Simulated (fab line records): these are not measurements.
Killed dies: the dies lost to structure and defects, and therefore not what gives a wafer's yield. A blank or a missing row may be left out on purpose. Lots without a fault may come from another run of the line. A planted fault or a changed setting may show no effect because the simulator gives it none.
Comparing a struck lot with a sound one	flow sfq line	37 steps out of a route of 325
Sound: wafers L274.3, L274.4, L274.6. Struck: wafers L283.1, L283.6. (L283.2 of the same lot was not struck and is left out.) The cause comes at the end.
Order at every step that has rows: each side's tool, ch and its chambers, its first start. Under that, the readings that differ: sound wafers	struck wafers	difference of the means	sigmas: that difference in standard deviations of wafers without a fault.
alike: readings whose means differ by less than 2 such deviations, and words and numbers that are the same on both sides. not compared: withheld readings, readings that some wafer has no value for, bounds like >300 that may hide the same value, and numbers for which the record gives no deviation and whose values overlap.
Wherever a step has rows on one side only, a row that says differs or no value, or a row with sigmas, the two part there. Numbers that have no deviation but don't overlap get no sigmas and don't part them. A reading missing from all wafers of one side parts the sides only when that side holds two or more wafers.

SFQ_R5_THK_MEAS_934: measures by xrf.
  sound: film metro-01 at day 60 15:56; struck: film metro-01 at day 67 04:34
reading	sound	struck	difference	sigmas
R5_MONX_THK (nm)	39.9 39.4 39.4	40.5 40.6	+1.0	+2
then, 6 steps without rows for these wafers: SFQ_TRILAYER_R5_LITHO_COAT_141 (resist thk 62 nm); SFQ_TRILAYER_R5_LITHO_COAT_136 (resist thk 600 nm); SFQ_TRILAYER_R5_LITHO_SOFTBAKE_140; SFQ_TRILAYER_R5_LITHO_EXPOSE_137 (exposes mask R5, target cd 500 nm); SFQ_TRILAYER_R5_LITHO_PEB_139 (peb time 60 s); SFQ_TRILAYER_R5_LITHO_DEVELOP_138 (time 60 s).
SFQ_R5_OVL_MEAS_935:
  sound: overlay-02 at day 65 23:18; struck: overlay-02 at day 67 21:25
  alike: R5_OVL
then, 1 step without rows for these wafers: SFQ_TRILAYER_R5_BARC_OPEN_METAL_ETCH_177 (etches BARC in O2, target depth 125 nm, time 41.7 s).
SFQ_TRILAYER_R5_ETCH_METAL_ETCH_139: etches the open film in Cl2, stops on SiO2, target depth 60 nm, time 40 s.
  sound on rie metal-02 ch 0,1, day 65 23:25; struck on rie metal-02 ch 0,1, day 67 21:30
  alike: drypump motor current A, oes product au
  not compared: rf hours counter h
SFQ_TRILAYER_R5_STRIP_STRIP_140: strips in O2.
  sound on rie metal-02 ch 0,1, day 65 23:39; struck on rie metal-02 ch 0,1, day 67 21:34
  alike: drypump motor current A, oes product au
  not compared: rf hours counter h
then, 1 step without rows for these wafers: SFQ_TRILAYER_R5_STRIP_SOLV_CLEAN_141 (cleans in NMP, time 600 s).
SFQ_TRILAYER_A5C_DEP_PECVD_142: deposits SiO2 from SiH4/N2O, time 15.556 s, target thk 70 nm.
  sound on pecvd-01 ch 0,1,2, day 66 00:13; struck on pecvd-01 ch 1, day 67 22:20
reading	sound	struck	difference	sigmas
model.SiO2_of_TRILAYER_A5C_DEP_PECVD_142.thk nm (nm)	70.97 70.72 70.92	119.6 121.4	+49.6	
  alike: chamber pressure Torr, heater power w, throttle valve pct
then, 6 steps without rows for these wafers: SFQ_TRILAYER_I5_LITHO_COAT_149 (resist thk 62 nm); SFQ_TRILAYER_I5_LITHO_COAT_144 (resist thk 650 nm); SFQ_TRILAYER_I5_LITHO_SOFTBAKE_148; SFQ_TRILAYER_I5_LITHO_EXPOSE_145 (exposes mask I5, target cd 700 nm); SFQ_TRILAYER_I5_LITHO_PEB_147 (peb time 60 s); SFQ_TRILAYER_I5_LITHO_DEVELOP_146 (time 60 s).
-- the record jumps here: 4 days lie between the struck wafers' starts before and after --
SFQ_I5_OVL_MEAS_936:
  sound: overlay-01 at day 70 17:22; struck: overlay-01 at day 72 00:43
  alike: I5_OVL
then, 10 steps without rows for these wafers: SFQ_TRILAYER_I5_BARC_OPEN_VIA_ETCH_200 (etches BARC in O2, target depth 125 nm, time 41.7 s); SFQ_TRILAYER_I5_ETCH_VIA_ETCH_147 (etches the open film in CHF3, stops on Nb, target depth 360 nm); SFQ_TRILAYER_I5_STRIP_STRIP_148 (strips in O2); SFQ_TRILAYER_I5_STRIP_SOLV_CLEAN_149 (cleans in NMP, time 600 s); SFQ_TRILAYER_C5_LITHO_COAT_156 (resist thk 62 nm); SFQ_TRILAYER_C5_LITHO_COAT_151 (resist thk 650 nm); SFQ_TRILAYER_C5_LITHO_SOFTBAKE_155; SFQ_TRILAYER_C5_LITHO_EXPOSE_152 (exposes mask C5, target cd 500 nm); SFQ_TRILAYER_C5_LITHO_PEB_154 (peb time 60 s); SFQ_TRILAYER_C5_LITHO_DEVELOP_153 (time 60 s).
-- the record jumps here: 4 days lie between the struck wafers' starts before and after --
SFQ_C5_OVL_MEAS_937:
  sound: overlay-01 at day 75 02:10; struck: overlay-02 at day 76 08:10
  alike: C5_OVL
SFQ_TRILAYER_C5_BARC_OPEN_VIA_ETCH_210: etches BARC in O2, target depth 125 nm, time 41.7 s.
  sound on rie diel-01 ch 1,2, day 75 02:11; struck on rie diel-01 ch 0,3, day 76 08:11
  alike: drypump motor current A, oes product au
  not compared: rf hours counter h
SFQ_TRILAYER_C5_ETCH_VIA_ETCH_154: etches SiO2 in CHF3, stops on Nb, target depth 84 nm.
  sound on rie diel-01 ch 1,2, day 75 02:14; struck on rie diel-01 ch 0,3, day 76 08:14
reading	sound	struck	difference	sigmas
oes product au (a.u.)	0.900 0.898 0.899	0.995 1.006	+0.101	+13
model.etch.depth nm (nm)	70.97 70.72 70.92	83.05 83.85	+12.58	
model.C5.feature depth nm (nm)	70.97 70.72 70.92	83.05 83.85	+12.58	
  alike: drypump motor current A
SFQ_TRILAYER_C5_STRIP_STRIP_155: strips in O2.
  sound on rie metal-01 ch 0,1, day 75 02:29; struck on rie metal-03 ch 1, day 76 08:17
  alike: drypump motor current A, oes product au
  not compared: rf hours counter h
then, 1 step without rows for these wafers: SFQ_TRILAYER_C5_STRIP_SOLV_CLEAN_156 (cleans in NMP, time 600 s).
SFQ_TRILAYER_M6_DEP_PRE_CLEAN_158: time 22.5 s.
  sound: pvd sputter-03 at day 75 03:04; struck: pvd sputter-05 at day 76 09:40
reading	sound	struck	difference	sigmas
model.SiO2_of_TRILAYER_A5C_DEP_PECVD_142.thk nm (nm)	63.47 63.22 63.42	112.1 113.9	+49.6	
SFQ_TRILAYER_M6_DEP_SPUTTER_157: material Nb, target thk 200 nm, time 133.3 s.
  sound: pvd sputter-03 at day 75 03:05; struck: pvd sputter-05 at day 76 09:41
  alike: substrate temp c, throttle valve pct

== WHERE THEY PART ==
Last at SFQ_TRILAYER_C5_ETCH_VIA_ETCH_154 as far as this record goes, first at SFQ_R5_THK_MEAS_934. Later steps at which nothing parts them and some readings are alike: SFQ_TRILAYER_C5_STRIP_STRIP_155, SFQ_TRILAYER_M6_DEP_SPUTTER_157.

WHY: whatever the simulator had introduced
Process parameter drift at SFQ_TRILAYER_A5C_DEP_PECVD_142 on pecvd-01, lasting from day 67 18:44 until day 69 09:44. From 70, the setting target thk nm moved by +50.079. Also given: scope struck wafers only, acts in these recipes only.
